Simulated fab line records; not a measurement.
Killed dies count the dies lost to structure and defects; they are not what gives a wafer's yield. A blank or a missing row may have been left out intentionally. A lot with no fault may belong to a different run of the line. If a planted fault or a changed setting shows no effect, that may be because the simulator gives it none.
Which tool did it? -- flow sky130 -- 13 lots, 39 wafers sampled, at 5 steps of a route of 708

WHAT THE GAUGES SHOWED, per wafer
SKY_SONOS_ONO_THK_MEAS_03.
lot,measured,on,SONOS_ONO_CVD_02_THK (nm)
L654,day 11 01:31,film metro-04,10.08 10.30 10.22
L655,day 11 20:46,film metro-03,10.44 10.38 10.23
L656,day 12 02:31,film metro-04,10.24 10.33 10.35
L658,day 12 17:14,film metro-01,10.33 10.36 10.22
L660,day 13 23:24,film metro-01,10.45 10.62 10.56
L661,day 13 23:25,film metro-03,10.52 10.45 10.46
L664,day 15 01:37,film metro-03,10.47 10.47 10.55
L667,day 15 20:16,film metro-04,10.51 10.50 10.61
L669,day 17 12:24,film metro-04,10.53 10.56 10.51
L672,day 17 12:27,film metro-04,10.46 10.46 10.53
L674,day 18 17:11,film metro-03,10.64 10.72 10.79
L675,day 19 04:18,film metro-03,10.56 10.58 10.73
L677,day 19 10:42,film metro-01,10.44 10.39 10.43

SKY_SONOS_ONO_OVL_MEAS_14.
lot,measured,on,SONOS_ONO_OVL (nm)
L654,day 12 03:04,overlay-02,-1.8 -2.0 -2.0
L655,day 13 02:43,overlay-01,-0.4 -1.6 -0.2
L656,day 13 04:52,overlay-02,-0.6 0.8 0.0
L658,day 13 19:57,overlay-02,0.7 0.4 -0.3
L660,day 15 03:07,overlay-01,-0.4 1.4 0.1
L661,day 15 03:21,overlay-02,-1.7 -2.1 0.1
L664,day 16 07:22,overlay-02,-0.3 -0.1 2.4
L667,day 17 01:13,overlay-01,-0.9 -0.8 -1.6
L669,day 18 20:25,overlay-02,-1.9 -1.0 -0.5
L672,day 18 21:53,overlay-01,0.9 0.3 1.8
L674,day 20 02:17,overlay-01,0.5 1.1 -1.0
L675,day 20 13:07,overlay-01,-0.3 0.0 -1.8
L677,day 20 19:16,overlay-01,-1.3 -2.4 -2.9

SKY_POLY_GATE_THK_MEAS_21.
lot,measured,on,POLY_GATE_OXIDATION_THK (nm)
L654,day 15 20:18,film metro-03,4.05 4.08 4.07
L655,day 16 21:27,film metro-03,3.97 3.92 3.95
L656,day 16 22:59,film metro-04,4.00 3.86 3.96
L658,day 18 20:00,film metro-03,4.04 4.04 4.15
L660,day 19 02:34,film metro-04,3.92 4.00 3.95
L661,day 19 02:38,film metro-02,3.95 3.96 3.97
L664,day 20 09:43,film metro-04,4.48 4.52 4.57 4.49 4.50 4.52
L667,day 21 03:52,film metro-03,4.56 4.59 4.63 4.60 4.61 4.62
L669,day 23 03:28,film metro-03,4.07 4.12 4.04
L672,day 23 07:16,film metro-03,4.10 4.06 4.07
L674,day 24 05:40,film metro-04,4.12 4.08 4.05
L675,day 24 20:01,film metro-04,3.85 3.81 3.84
L677,day 24 22:17,film metro-03,3.95 3.91 3.85

SKY_LDD_N_TW_MEAS_17.
lot,measured,on,LDD_N_TW
L654,day 17 01:28,film metro-03,2559 2580 2575
L655,day 18 02:17,film metro-04,2593 2589 2604
L656,day 18 03:52,film metro-03,2576 2575 2556
L658,day 20 04:05,film metro-04,2587 2573 2572
L660,day 20 10:31,film metro-03,2562 2571 2563
L661,day 20 10:56,film metro-01,2624 2598 2604
L664,day 21 17:10,film metro-03,2593 2567 2593
L667,day 22 10:55,film metro-01,2612 2610 2596
L669,day 24 10:38,film metro-01,2608 2609 2618
L672,day 24 14:04,film metro-03,2574 2576 2593
L674,day 25 12:22,film metro-04,2573 2584 2578
L675,day 26 02:25,film metro-04,2586 2590 2587
L677,day 26 04:13,film metro-01,2583 2602 2590

EACH LOT AND THE TOOL THAT RAN IT (in order: tool; ch and the chambers of the sampled wafers; start)
lot,SKY_POLY_GATE_OXIDATION_20
L654,"furnace-02 ch 0, day 15 19:03"
L655,"furnace-02 ch 0, day 16 20:12"
L656,"furnace-01 ch 0, day 16 21:44"
L658,"furnace-02 ch 0, day 18 18:44"
L660,"furnace-01 ch 0, day 19 01:19"
L661,"furnace-01 ch 0, day 19 01:19"
L664,"furnace-02 ch 0, day 20 08:28"
L667,"furnace-02 ch 0, day 21 02:37"
L669,"furnace-01 ch 0, day 23 02:13"
L672,"furnace-01 ch 0, day 23 06:01"
L674,"furnace-01 ch 0, day 24 04:25"
L675,"furnace-02 ch 0, day 24 18:46"
L677,"furnace-01 ch 0, day 24 21:01"
- SKY_POLY_GATE_OXIDATION_20: stabilise 600 s, purge 300 s, target thk 4 nm.

AS READ BY THE TOOLS THEMSELVES (means over the sampled wafers that have a number; for cases with no such wafer, the mark the record gives instead)
SKY_POLY_GATE_OXIDATION_20.
lot,tool,spike tc bottom C (C),spike tc lower C (C)
L654,furnace-02,868.9,849.9
L655,furnace-02,869.7,850.1
L656,furnace-01,867.0,850.3
L658,furnace-02,869.9,850.9
L660,furnace-01,865.5,850.2
L661,furnace-01,865.7,851.0
L664,furnace-02,869.7,850.2
L667,furnace-02,868.7,849.5
L669,furnace-01,866.3,850.0
L672,furnace-01,865.7,851.0
L674,furnace-01,866.8,850.6
L675,furnace-02,870.7,849.5
L677,furnace-01,865.8,852.0

THE ANSWER, worked out from the rows above alone
Rule: usual is defined by the lots themselves. The widest of any qualifying gaps counts: lots, ordered by their means at a reading, are off when they make up no more than a third of the lots, leave a main group of 4 or more, and stand apart from it by 3 or more times the standard deviation of that group's means. If all means in a main group match to the digits the tables above print for the reading, that group is not used. Also off: a lot with no number at a reading for which 4 or more lots have one. The other lots that the step has rows for count as sound. Order of review: gauges by route order, followed by the tools' own readings, for which a lot's mean as printed above is used. At the first step where some lot is off, the reading lying furthest off is the one used; lots without a number count as furthest.
Off: at SKY_POLY_GATE_THK_MEAS_21 (POLY_GATE_OXIDATION_THK), L664, L667. Main group: mean 3.99 nm, sd 0.083.
A tool fits if, at a process step before that reading, it ran every lot that is off, and no sound lot after the first of them. Gauges at SKY_POLY_GATE_THK_MEAS_21: tried the same way as those tools. Not one of the candidates tried fits.

WHAT THE SIMULATOR PUT IN
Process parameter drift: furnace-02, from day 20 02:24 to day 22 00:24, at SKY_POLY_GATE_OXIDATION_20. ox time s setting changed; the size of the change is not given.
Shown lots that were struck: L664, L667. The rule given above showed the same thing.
